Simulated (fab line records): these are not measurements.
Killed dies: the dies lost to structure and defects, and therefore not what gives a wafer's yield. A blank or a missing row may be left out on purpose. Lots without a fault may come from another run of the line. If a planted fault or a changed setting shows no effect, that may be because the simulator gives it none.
Problem report in the 8D (eight disciplines) form, filled by code :: flow sky130 :: the parts of the form that need people (team, actions taken, sign-off) are left out

== 1. THE PROBLEM ==
Wafers without a fault read 800 C, standard deviation 0.07; tube center temp C at SKY_GATE_OXIDE_OXIDATION_16 reads a mean of 792 C on 6 wafers belonging to 2 lots. That is -99 or more standard deviations from the usual mean.
The step: stabilise 600 s, purge 300 s, target thk 3.57 nm.
Earliest sighting: wafer L715.2 on furnace-02 at day 16 11:55. At this step, 36 wafers from 12 lots have a number in the record. Rule for "out", or "out of limits": more than 4 standard deviations from the usual mean. The rest of the wafers with a number are treated as sound.

== 2. WHAT IT IS, WHAT IT ISN'T ==
question: which readings at this step
is: tube center temp C, spike tc centre C, spike tc lower C, spike tc top C, spike tc upper C, tube_center_temp_C_max
is not: -

question: which lots
is: L715, L716
is not: L707, L708, L709, L710, L712, L713, L726, L727, L728, L730

question: which wafers of those lots
is: all that have a number
is not: -

question: read on which tools
is: furnace-02
is not: furnace-01

question: when
is: from day 16 11:55
is not: up to then (18 sound wafers); but 12 sound wafers of L726, L727, L728, L730 came after

== 3. THE SUSPECTS, EACH WITH WHAT RULES IT OUT ==
Counting: a tool at any process step up to the reading remains a suspect when it ran all the lots that are out and ran no sound lot after the first of those.
- furnace-02 at SKY_GATE_OXIDE_OXIDATION_16 (stabilise 600 s, purge 300 s, target thk 3.57 nm): ruled out as a lasting fault. The sound lots L726, L728, L730 went through it after L715, its earliest lot that is out (day 16 11:55).
Left after counting: nothing in the record.

== 4. THE CAUSE (what the simulator had put in) ==
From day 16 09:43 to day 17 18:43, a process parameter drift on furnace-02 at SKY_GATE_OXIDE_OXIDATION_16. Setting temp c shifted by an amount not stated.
Counting ruled it out, wrongly.

== 5. THE CHAIN OF EFFECTS, in route order ==
Each row: a reading where the mean over the struck wafers with a number is more than 3 standard deviations away from the usual. Only readings for which the record gives a usual standard deviation are gone through. hours: the time from each lot's start at the first step in this table that gives one to its start at this step, as a median over the lots. sigmas: the change in usual standard deviations.
hours: 0
step: SKY_GATE_OXIDE_OXIDATION_16
reading: spike tc bottom C
usual: 818.6 C
on struck wafers: 811.7
change: -6.9
sigmas: -3.4

hours: 0
step: SKY_GATE_OXIDE_OXIDATION_16
reading: spike tc centre C
usual: 800.5 C
on struck wafers: 792.6
change: -7.9
sigmas: -7.2

hours: 0
step: SKY_GATE_OXIDE_OXIDATION_16
reading: spike tc lower C
usual: 801.2 C
on struck wafers: 793.0
change: -8.2
sigmas: -6.3

hours: 0
step: SKY_GATE_OXIDE_OXIDATION_16
reading: spike tc top C
usual: 810.6 C
on struck wafers: 802.9
change: -7.7
sigmas: -8.1

hours: 0
step: SKY_GATE_OXIDE_OXIDATION_16
reading: spike tc upper C
usual: 800.3 C
on struck wafers: 792.8
change: -7.5
sigmas: -7.5

hours: 0
step: SKY_GATE_OXIDE_OXIDATION_16
reading: tube center temp C
usual: 800 C
on struck wafers: 792
change: -8
sigmas: -99 or more

hours: 0
step: SKY_GATE_OXIDE_OXIDATION_16
reading: tube_center_temp_C_max
usual: 802.1
on struck wafers: 793.7
change: -8.4
sigmas: -26
The process steps in it:
- SKY_GATE_OXIDE_OXIDATION_16: stabilise 600 s, purge 300 s, target thk 3.57 nm.
Later steps that measure or inspect, where all struck wafers having a row at the step show a number for every such reading and not one has moved that far: SKY_POLY_GATE_THK_MEAS_21, SKY_LDD_LDN_OVL_MEAS_07.

== 6. HOW IT WOULD HAVE BEEN CAUGHT EARLIER ==
In this record the first reading out of limits was taken at day 16 11:55, 2 hours after the fault began at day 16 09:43.
